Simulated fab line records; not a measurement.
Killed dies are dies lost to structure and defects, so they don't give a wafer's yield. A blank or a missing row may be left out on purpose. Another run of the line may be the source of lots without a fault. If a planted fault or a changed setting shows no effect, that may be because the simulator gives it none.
Which tool was responsible? | flow sky130 | 30 wafers from 11 lots sampled at 5 of the route's 708 steps

WHAT EACH GAUGE READ, for each wafer
SKY_POLY_CUT_CD_MEAS_08 targets a cd of 270 nm.
lot  | measured     | on        | cd-nm (nm)
L614 | day 25 03:05 | cd-sem-02 | 269.8 269.3 268.2
L617 | day 26 00:39 | cd-sem-02 | 272.7 271.7 272.5
L618 | day 26 10:04 | cd-sem-02 | 270.6 271.4 270.9
L620 | day 26 22:04 | cd-sem-02 | 268.6 267.0 267.7
L622 | day 27 13:52 | cd-sem-01 | 269.6 270.1 269.3
L624 | day 28 15:32 | cd-sem-01 | 269.7 270.8 271.1
L625 | day 28 21:17 | cd-sem-02 | 269.2 270.6
L626 | day 29 06:50 | cd-sem-01 | 268.9 268.5 269.9
L627 | day 29 16:23 | cd-sem-01 | 269.7 269.2
L628 | day 29 22:39 | cd-sem-01 | 271.0 270.2
L634 | day 31 16:17 | cd-sem-01 | 270.8 271.1 271.1

SKY_VIA2_THK_MEAS_01.
lot  | measured     | on            | VIA2_HDPCVD_THK (nm)
L614 | day 36 08:07 | film-metro-04 | 1175 1172 1192
L617 | day 37 03:14 | film-metro-02 | 1191 1186 1194
L618 | day 37 11:59 | film-metro-04 | 1165 1180 1172
L620 | day 37 18:57 | film-metro-04 | 1160 1172 1167
L622 | day 38 09:22 | film-metro-04 | 1179 1170 1174
L624 | day 39 08:17 | film-metro-02 | 1173 1167 1165
L625 | day 39 15:26 | film-metro-02 | 1172 1045
L626 | day 39 21:19 | film-metro-04 | 1175 1197 1175
L627 | day 40 06:19 | film-metro-02 | 1177 1041
L628 | day 40 12:48 | film-metro-04 | 1171 1053
L634 | day 41 23:07 | film-metro-04 | 1180 1178 1174

WHAT TOOL EACH LOT RAN ON (gives the tool, then ch and the chambers of the sampled wafers, and finally the start)
lot  | SKY_LDD_HVP_STRIP_09                 | SKY_POLY_CUT_ETCH_10               | SKY_VIA2_HDPCVD_00
L614 | plasma-asher-01 ch 0,1, day 22 12:18 | rie-diel-02 ch 0,2,3, day 25 03:13 | hdpcvd-02 ch 0,1,2, day 36 07:58
L617 | plasma-asher-01 ch 0,1, day 23 09:23 | rie-diel-02 ch 0,3, day 26 00:46   | hdpcvd-01 ch 1,2, day 37 03:06
L618 | plasma-asher-01 ch 1, day 23 19:38   | rie-diel-03 ch 0,1, day 26 10:13   | hdpcvd-02 ch 0,1, day 37 11:52
L620 | plasma-asher-03 ch 0,1, day 24 07:05 | rie-diel-01 ch 0,1,3, day 26 22:13 | hdpcvd-02 ch 0,2, day 37 18:49
L622 | plasma-asher-03 ch 0,1, day 24 23:26 | rie-diel-02 ch 0,1,3, day 27 14:01 | hdpcvd-02 ch 0,1,2, day 38 09:14
L624 | plasma-asher-04 ch 0,1, day 26 02:55 | rie-diel-01 ch 0,1, day 28 15:39   | hdpcvd-01 ch 0,1, day 39 08:08
L625 | plasma-asher-03 ch 0,1, day 26 06:56 | rie-diel-02 ch 1,3, day 28 21:22   | hdpcvd-02 ch 0,2, day 39 15:20
L626 | plasma-asher-04 ch 0,1, day 26 15:35 | rie-diel-02 ch 0,1,3, day 29 06:57 | hdpcvd-01 ch 0,1, day 39 21:11
L627 | plasma-asher-04 ch 0,1, day 27 02:09 | rie-diel-02 ch 1,3, day 29 16:31   | hdpcvd-02 ch 1,2, day 40 06:11
L628 | plasma-asher-04 ch 0,1, day 27 10:04 | rie-diel-03 ch 1,3, day 29 22:45   | hdpcvd-02 ch 0,2, day 40 12:43
L634 | plasma-asher-04 ch 0,1, day 29 04:47 | rie-diel-01 ch 1,3, day 31 16:25   | hdpcvd-01 ch 0,1,2, day 41 22:59
- SKY_LDD_HVP_STRIP_09: strips in O2/N2.
- SKY_POLY_CUT_ETCH_10: etches BARC in N2/H2, stops on SiO2, time 45.9 s, target depth 60 nm.
- SKY_VIA2_HDPCVD_00: deposits SiO2, target thk 1180 nm, time 196.7 s.

AS READ BY THE TOOLS THEMSELVES (means over the sampled wafers that have a number; for cases with no such wafer, the mark the record gives instead)
SKY_LDD_HVP_STRIP_09.
lot  | tool            | drypump-motor-current-A (A) | n2-flow-sccm (sccm) | o2-flow-sccm (sccm) | oes-product-au (a.u.) | strip-time-to-endpoint-s (s)
L614 | plasma-asher-01 | 5.7                         | 299.5               | 3003                | 0.406                 | 4.153
L617 | plasma-asher-01 | 5.4                         | 300.0               | 2999                | 0.406                 | 4.137
L618 | plasma-asher-01 | 5.1                         | 300.0               | 3004                | 0.408                 | 4.135
L620 | plasma-asher-03 | 5.3                         | 300.3               | 2996                | 0.408                 | 4.134
L622 | plasma-asher-03 | 5.3                         | 300.4               | 2998                | 0.411                 | 4.128
L624 | plasma-asher-04 | 5.5                         | 301.3               | 3001                | 0.411                 | 4.140
L625 | plasma-asher-03 | 5.3                         | 299.2               | 3002                | 0.410                 | 4.131
L626 | plasma-asher-04 | 5.6                         | 300.5               | 2999                | 0.404                 | 4.143
L627 | plasma-asher-04 | 5.7                         | 299.1               | 3000                | 0.411                 | 4.128
L628 | plasma-asher-04 | 5.7                         | 299.5               | 2984                | 0.408                 | 4.142
L634 | plasma-asher-04 | 5.6                         | 300.2               | 2998                | 0.407                 | 4.118

SKY_POLY_CUT_ETCH_10.
lot  | tool        | drypump-motor-current-A (A) | n2-flow-sccm (sccm) | oes-product-au (a.u.) | throttle-valve-pct (%)
L614 | rie-diel-02 | 5.9                         | 100.05              | 0.857                 | 13.231
L617 | rie-diel-02 | 6.1                         | 100.37              | 0.859                 | 13.236
L618 | rie-diel-03 | 6.4                         | 100.01              | 0.854                 | 13.224
L620 | rie-diel-01 | 5.8                         | 99.91               | 0.856                 | 13.227
L622 | rie-diel-02 | 5.8                         | 100.07              | 0.853                 | 13.223
L624 | rie-diel-01 | 5.9                         | 99.96               | 0.853                 | 13.216
L625 | rie-diel-02 | 5.5                         | 99.91               | 0.859                 | 13.221
L626 | rie-diel-02 | 5.8                         | 99.98               | 0.859                 | 13.227
L627 | rie-diel-02 | 5.4                         | 100.00              | 0.853                 | 13.218
L628 | rie-diel-03 | 5.6                         | 99.97               | 0.855                 | 13.221
L634 | rie-diel-01 | 5.7                         | 99.88               | 0.854                 | 13.216

SKY_VIA2_HDPCVD_00.
lot  | tool      | run-length-s (s)
L614 | hdpcvd-02 | 224.3
L617 | hdpcvd-01 | 225.3
L618 | hdpcvd-02 | 224.7
L620 | hdpcvd-02 | 224.3
L622 | hdpcvd-02 | 224.2
L624 | hdpcvd-01 | 224.5
L625 | hdpcvd-02 | 213.1
L626 | hdpcvd-01 | 225.0
L627 | hdpcvd-02 | 212.8
L628 | hdpcvd-02 | 213.3
L634 | hdpcvd-01 | 224.9

THE ANSWER, worked out from the rows above alone
Rule: what is usual is taken from the lots themselves. The widest of any qualifying gaps counts: lots, ordered by their means at a reading, are off when they make up no more than a third of the lots, leave a main group of 4 or more, and stand apart from it by 3 or more times the standard deviation of that group's means. A main group whose means are all the same, to the digits that the tables above print for the reading, isn't used. A lot without any number at a reading at which 4 lots or more have one is off too. Where the step has rows for the other lots, those lots are counted as sound. The gauges are gone through in route order, then the tools' own readings, and for those a lot's mean is taken as printed above. The first step at which some lot is off is used, and at that step the reading that is off furthest; a lot without a number counts as furthest.
Off: at SKY_VIA2_THK_MEAS_01 (VIA2_HDPCVD_THK), L625, L627, L628. The main group: mean 1176 nm, standard deviation 7.3.
If a tool, at a process step before that reading, ran all the lots that are off and no sound lot after the first of them, it fits. The gauges at SKY_VIA2_THK_MEAS_01 aren't tried: what is off there is off at SKY_VIA2_HDPCVD_00 too, on other tools, and a gauge's error can't cause that. One fits: SKY_VIA2_HDPCVD_00 on hdpcvd-02. Its last sound lot is L622 (day 38 09:14), its first lot that is off L625 (day 39 15:20): a fault that began between those two fits.
On the lots that are off, the tool's own readings at SKY_VIA2_HDPCVD_00 differ by more than 5 times the standard deviation of the sound lots' means, which bears it out; run-length-s reads 213.1 s there versus 224.7 s on the sound lots.

WHAT THE SIMULATOR HAD PUT IN
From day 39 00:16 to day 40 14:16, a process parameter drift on hdpcvd-02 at SKY_VIA2_HDPCVD_00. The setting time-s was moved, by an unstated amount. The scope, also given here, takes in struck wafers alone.
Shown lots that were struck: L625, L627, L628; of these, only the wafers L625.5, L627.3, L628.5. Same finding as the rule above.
